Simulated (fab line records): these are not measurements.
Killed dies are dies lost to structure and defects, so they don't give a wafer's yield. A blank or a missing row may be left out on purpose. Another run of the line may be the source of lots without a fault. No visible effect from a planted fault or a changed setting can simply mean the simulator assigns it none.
8D (eight disciplines) problem report, filled in by code	flow sky130	the parts of the form that need people (team, actions taken, sign-off) are left out

## 1. PROBLEM STATEMENT
Mean METAL2_ALCU_RS at SKY_METAL2_RS_MEAS_05: 0.1344 ohm/sq over 5 wafers in 2 lots; fault-free wafers: 0.1271 ohm/sq, standard deviation 0.0012. Relative to the usual mean, that is a shift of +6.1 standard deviations.
The step: measures by four-point-probe.
The first sign was on wafer L728.2 at day 35 20:02, on filmMetro-02. At this step, 30 wafers from 10 lots have a number in the record. The rule behind "out" and "out of limits": a value lying over 4 standard deviations away from the usual mean. All remaining wafers that have a number are taken as sound.

## 2. WHAT IT IS, WHAT IT ISN'T
question	is	is not
which readings at this step	METAL2_ALCU_RS	-
which lots	L728, L731	L725, L730, L732, L737, L738, L740, L742, L743
which wafers of those lots	L728.2, L728.4, L728.6, L731.2, L731.6	L731.1
read on which gauges	filmMetro-02	filmMetro-03, filmMetro-04
when	from day 35 20:02	up to then (3 sound wafers); but 22 sound wafers of L730, L731, L732, L737, L738, L740, L742, L743 came after

## 3. SUSPECTS, AND WHAT RULES EACH OUT
Counting: any tool at a process step up to the reading remains a suspect provided it ran every lot that is out. Sound lots after the first of them don't rule it out here, since some wafers of a struck lot are sound.
- the gauge at SKY_METAL2_RS_MEAS_05: kept. All the wafers that are out were read on filmMetro-02, and no step on other tools shows them out.
- plasmaAsher-01 at SKY_VIA1_STRIP_16 (strips in O2/N2): kept. It processed each lot that is out (first: L728, day 35 18:39); up to then, its last sound lot is L725 (day 34 18:14).
- pvdSputter-04 at SKY_METAL2_SPUTTER_02 (material AlCu, target thk 250 nm, time 13.3 s): kept. It processed each lot that is out (first: L728, day 35 19:56); up to then, its last sound lot is L725 (day 34 19:29).
Still standing after the count: plasmaAsher-01 at SKY_VIA1_STRIP_16, pvdSputter-04 at SKY_METAL2_SPUTTER_02, filmMetro-02 at SKY_METAL2_RS_MEAS_05.

## 4. THE CAUSE (what the simulator had put in)
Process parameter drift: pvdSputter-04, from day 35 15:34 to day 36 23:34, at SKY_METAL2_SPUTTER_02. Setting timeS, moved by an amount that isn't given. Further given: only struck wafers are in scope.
Of the 3 suspects that counting leaves, this tool is one.

## 5. SEQUENCE OF EFFECTS, ordered by route
Each row: a reading where the mean over the struck wafers with a number is more than 3 standard deviations away from the usual. Only readings whose record carries a usual standard deviation are examined. hours: median over the lots of the time between each lot's start at the first step of this table that gives one and its start at this step. sigmas: the change, counted in usual standard deviations.
hours	step	reading	usual	on struck wafers	change	sigmas
0	SKY_METAL2_RS_MEAS_05	METAL2_ALCU_RS	0.1271 ohm/sq	0.1344	+0.0073	+6.1
4	SKY_METAL2_THK_MEAS_06	METAL2_ALCU_THK	248.1 nm	234.3	-13.8	-5.5
Later measuring or inspecting steps at which every struck wafer that the step has a row for has a number for every such reading, and none has moved that far: SKY_METAL2_OVL_MEAS_16.

## 6. HOW IT WOULD HAVE BEEN CAUGHT EARLIER
The first out-of-limits reading at a measuring or inspecting step in this record came at day 35 20:02, 4 hours after the fault's start at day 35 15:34.
An alarm limit of 4 standard deviations would not have fired on the tool readings at SKY_METAL2_SPUTTER_02 for which the record gives a usual standard deviation, since none of them was out on any struck wafer.
Lots out: 2; of these, L731 started SKY_METAL2_SPUTTER_02 on pvdSputter-04 after day 35 20:02. Holding the tool at that time would have saved it.
